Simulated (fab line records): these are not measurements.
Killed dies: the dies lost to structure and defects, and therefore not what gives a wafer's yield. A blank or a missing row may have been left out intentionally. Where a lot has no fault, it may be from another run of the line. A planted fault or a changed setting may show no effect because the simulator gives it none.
fab line records | flow gf180mcu | part 2 of 2: steps 27 to 37 of 37
[record] lots = 5 wafers = 15 last-day = 31
route steps=602 shown V5@559 TOP_METAL@567 PASSIVATION@587
lots with no fault: from the same line, run without faults
start-h: hours from the record's opening day to when the first of the lot's shown wafers began | wait-h: hours elapsed since this lot's preceding step | " same as the row above | L1.1+2: a row that stands for several wafers | - no value, or no start was given | * or withheld: withheld | < > ~ a bound
route shown NAME@n: names a module that has steps shown in the file, with the first one's number in the route | usual: the fault-free wafers' mean and standard deviation | same: alike in all rows | chamber/n: place in a boat | sites: the reading at each site | _std_site: how widely they spread, as a standard deviation | _edge_site: inner sites' mean taken away from outer sites' mean | radius-mm: for every site, how far away it sits from the centre of the wafer | mask NAME#n: copy n | behind: the last tool/chamber to shape the wafer | hold: why the lot was held/for how many hours/how that ended | device: transistor that didn't switch, given as n, p or np | end of line: the tests these same wafers got at the end of their route | a step given without rows: its recipe and nothing more | killed: at the first sort, the dies lost to defects and structure; wafer yield is something else | map: a wafer's dies, marking killed ones x, the rest . and places with no die _
set.NAME: the setting as run; set.NAME@STEP: as run at that earlier step | model.NAME: the simulator's own value behind a step, which no gauge read
a table for each step, a row for each wafer; lots at some steps of the route
services: a tool's chamber out of use, with start hour (start-h, from the record's first day; less than 0 if before it), hours out, and reason
[[steps]]
[step GF_TOP_METAL_STRIP_18]
[recipe] chemistry = post-etch-residue-remover time-s = 1200 temp-c = 72.5
// columns lot.wafer tool chamber start-h wait-h
L074.3+5+6 wet-bench-02 0 650.61 0.0
L079.2+3+4 wet-bench-02 1 687.40 0.1
L082.1+2+3 wet-bench-03 1 708.56 0.1
L084.1+4+5 wet-bench-01 0 727.95 0.1
L085.1+2+4 wet-bench-01 0 729.36 0.1
[step GF_TOP_METAL_CLEAN_19]
[recipe] chemistry = DIW dry = n2-spin
// columns lot.wafer tool chamber start-h wait-h
L074.3+5+6 wet-bench-01 2 650.95 0.0
L079.2+3+4 wet-bench-03 0 687.78 0.0
L082.1+2+3 wet-bench-03 1 708.91 0.0
L084.1+4+5 wet-bench-01 3 728.30 0.0
L085.1+2+4 wet-bench-03 3 729.71 0.0
[step GF_PASSIVATION_CVD_00]
[recipe] material = SiO2 target-thk-nm = 1000 precursor = TEOS temp-c = 400 time-s = 111.95 rf-w = 600
[usual] heater-power-outer-w = 392/67 heater-power-w = 677/91
// columns lot.wafer tool chamber start-h wait-h heater-power-outer-w heater-power-w
L074.3 pecvd-04 2 651.04 0.0 512 825
L074.5 " 1 " " 301 548
L074.6 " 2 " " 397 658
L079.2 pecvd-04 2 687.88 0.0 481 787
L079.3 " 1 " " 376 636
L079.4 " 0 " " 320 573
L082.1 pecvd-04 0 709.00 0.0 427 714
L082.2 " 2 " " 435 703
L082.3 " 1 " " 315 560
L084.1 pecvd-03 2 728.39 0.0 272 531
L084.4 " 2 " " 300 563
L084.5 " 1 " " 440 743
L085.1 pecvd-01 1 729.80 0.0 410 727
L085.2 " 0 " " 400 740
L085.4 " 2 " " 304 562
[step GF_PASSIVATION_THK_MEAS_01]
[recipe] reads = SiO2_of_PASSIVATION_CVD_00
[usual] PASSIVATION_CVD_00_THK = 992/13
// columns lot.wafer tool chamber start-h wait-h PASSIVATION_CVD_00_THK[nm]
L074.3 film-metro-02 - 651.14 0.1 984
L074.5 " - " " 1001
L074.6 " - " " 1003
L079.2 film-metro-04 - 687.97 0.0 999
L079.3 " - " " 993
L079.4 " - " " 1001
L082.1 film-metro-04 - 709.08 0.0 980
L082.2 " - " " 996
L082.3 " - " " 980
L084.1 film-metro-01 - 728.47 0.0 978
L084.4 " - " " 1003
L084.5 " - " " 990
L085.1 film-metro-01 - 729.88 0.0 976
L085.2 " - " " 980
L085.4 " - " " 994
[step GF_PASSIVATION_CVD_02]
[recipe] material = Si3N4 target-thk-nm = 700 time-s = 486.18 temp-c = 400 rf-w = 450
[usual] heater-power-outer-w = 430/68 heater-power-w = 734/95
// columns lot.wafer tool chamber start-h wait-h heater-power-outer-w heater-power-w
L074.3 pecvd-03 0 651.18 0.0 461 762
L074.5 " 0 " " 482 809
L074.6 " 1 " " 484 792
L079.2 pecvd-01 2 688.02 0.0 389 692
L079.3 " 0 " " 536 902
L079.4 " 2 " " 416 705
L082.1 pecvd-03 1 709.14 0.1 515 834
L082.2 " 2 " " 304 567
L082.3 " 0 " " 484 778
L084.1 pecvd-04 0 728.53 0.1 438 752
L084.4 " 0 " " 460 741
L084.5 " 2 " " 553 874
L085.1 pecvd-03 0 729.94 0.1 472 808
L085.2 " 2 " " 311 580
L085.4 " 1 " " 487 805
[step GF_PASSIVATION_THK_MEAS_03]
[recipe] reads = Si3N4_of_PASSIVATION_CVD_02
[usual] PASSIVATION_CVD_02_THK = 702/8.4
// columns lot.wafer tool chamber start-h wait-h PASSIVATION_CVD_02_THK[nm]
L074.3 film-metro-02 - 651.49 0.2 695
L074.5 " - " " 702
L074.6 " - " " 703
L079.2 film-metro-04 - 688.31 0.2 703
L079.3 " - " " 694
L079.4 " - " " 724
L082.1 film-metro-01 - 709.42 0.1 700
L082.2 " - " " 697
L082.3 " - " " 701
L084.1 film-metro-04 - 728.81 0.1 706
L084.4 " - " " 719
L084.5 " - " " 711
L085.1 film-metro-01 - 730.22 0.1 696
L085.2 " - " " 688
L085.4 " - " " 703
[step GF_PASSIVATION_DEHYDRATE_04]
[recipe] temp-c = 200 time-s = 60
[usual] heater-power-total-W = 160.37/0.12
// columns lot.wafer tool chamber start-h wait-h heater-power-total-W
L074.3 litho-track-02 0 660.67 9.2 160.20
L074.5 " 0 " " 160.49
L074.6 " 0 " " 160.41
L079.2 litho-track-04 0 696.84 8.5 160.54
L079.3 " 0 " " 160.48
L079.4 " 0 " " 160.52
L082.1 litho-track-02 0 717.62 8.2 160.35
L082.2 " 0 " " 160.22
L082.3 " 0 " " 160.20
L084.1 litho-track-01 0 736.83 8.0 160.16
L084.4 " 0 " " 160.22
L084.5 " 0 " " 160.28
L085.1 litho-track-02 0 738.12 7.9 160.14
L085.2 " 0 " " 160.32
L085.4 " 0 " " 160.61
[step GF_PASSIVATION_HMDS_05]
[recipe] prime-time-s = 60 prime-temp-c = 120
// columns lot.wafer tool chamber start-h wait-h
L074.3+5+6 litho-track-02 0 660.82 0.1
L079.2+3+4 litho-track-04 0 696.99 0.1
L082.1+2+3 litho-track-02 0 717.77 0.1
L084.1+4+5 litho-track-01 0 736.98 0.1
L085.1+2+4 litho-track-02 0 738.27 0.1
[step GF_PASSIVATION_COAT_06]
[recipe] spin-rpm = 2000 resist-thk-nm = 4000
// columns lot.wafer tool chamber start-h wait-h
L074.3+5+6 litho-track-02 0 660.97 0.1
L079.2+3+4 litho-track-04 0 697.14 0.1
L082.1+2+3 litho-track-02 0 717.92 0.1
L084.1+4+5 litho-track-01 0 737.13 0.1
L085.1+2+4 litho-track-02 0 738.42 0.1
[step GF_PASSIVATION_SOFTBAKE_07]
[recipe] temp-c = 108.9 time-s = withheld
[usual] heater-power-total-W = 64.43/0.14
// columns lot.wafer tool chamber start-h wait-h heater-power-total-W
L074.3 litho-track-02 0 661.14 0.1 64.70
L074.5 " 0 " " 64.30
L074.6 " 0 " " 64.27
L079.2 litho-track-04 0 697.30 0.1 64.39
L079.3 " 0 " " 64.15
L079.4 " 0 " " 64.62
L082.1 litho-track-02 0 718.07 0.1 64.30
L082.2 " 0 " " 64.56
L082.3 " 0 " " 64.59
L084.1 litho-track-01 0 737.28 0.1 64.60
L084.4 " 0 " " 64.28
L084.5 " 0 " " 64.70
L085.1 litho-track-02 0 738.57 0.1 64.23
L085.2 " 0 " " 64.24
L085.4 " 0 " " 64.39
[step GF_PASSIVATION_EXPOSE_08]
[recipe] mask-id = Pad target-cd-nm = 40000 na = 0.57 dose-mj = 310
[usual] focus-offset-nm = 0.0/0.48
// columns lot.wafer tool chamber start-h wait-h mask focus-offset-nm
L074.3 iline-stepper-01 0 - - Pad#0 0.1
L074.5 " 0 " " Pad#0 0.0
L074.6 " 0 " " Pad#0 -0.2
L079.2 iline-stepper-02 0 - - Pad#0 0.2
L079.3 " 0 " " Pad#0 -1.0
L079.4 " 0 " " Pad#0 -0.3
L082.1 iline-stepper-02 0 - - Pad#0 -0.3
L082.2 " 0 " " Pad#0 0.5
L082.3 " 0 " " Pad#0 -0.3
L084.1 iline-stepper-01 0 - - Pad#0 -1.3
L084.4 " 0 " " Pad#0 -0.4
L084.5 " 0 " " Pad#0 -1.1
L085.1 iline-stepper-02 0 - - Pad#0 -0.6
L085.2 " 0 " " Pad#0 0.7
L085.4 " 0 " " Pad#0 -0.3
[[services]]
// columns tool chamber start-h hours kind
wet-bench-04 - 604.89 18.2 repair
cmp-02 - 607.50 1.4 repair
plasma-asher-04 - 614.19 14.6 pm
iline-stepper-01 - 627.25 1.7 pm
pecvd-04 1 629.13 15.8 repair
plasma-asher-02 - 634.29 4.3 pm
cmp-01 - 637.96 8.0 pm
pecvd-01 0 642.21 2.6 repair
pecvd-01 - 645.77 2.8 pm
pecvd-04 - 649.26 1.5 repair
rie-metal-03 0 654.81 15.0 repair
iline-stepper-01 - 655.38 3.9 repair
iline-stepper-01 - 667.60 4.4 pm
pecvd-04 - 670.19 2.4 repair
cvd-w-01 - 678.19 2.8 repair
rie-metal-04 - 678.57 2.8 pm
cmp-02 - 679.00 1.1 repair
plasma-asher-02 - 680.62 3.0 repair
wet-bench-01 - 681.22 5.6 repair
iline-stepper-02 - 682.64 1.7 pm
pecvd-04 - 715.16 0.5 repair
cvd-w-02 1 727.47 3.0 repair
pecvd-04 0 730.29 7.2 repair
plasma-asher-02 - 736.15 2.8 pm
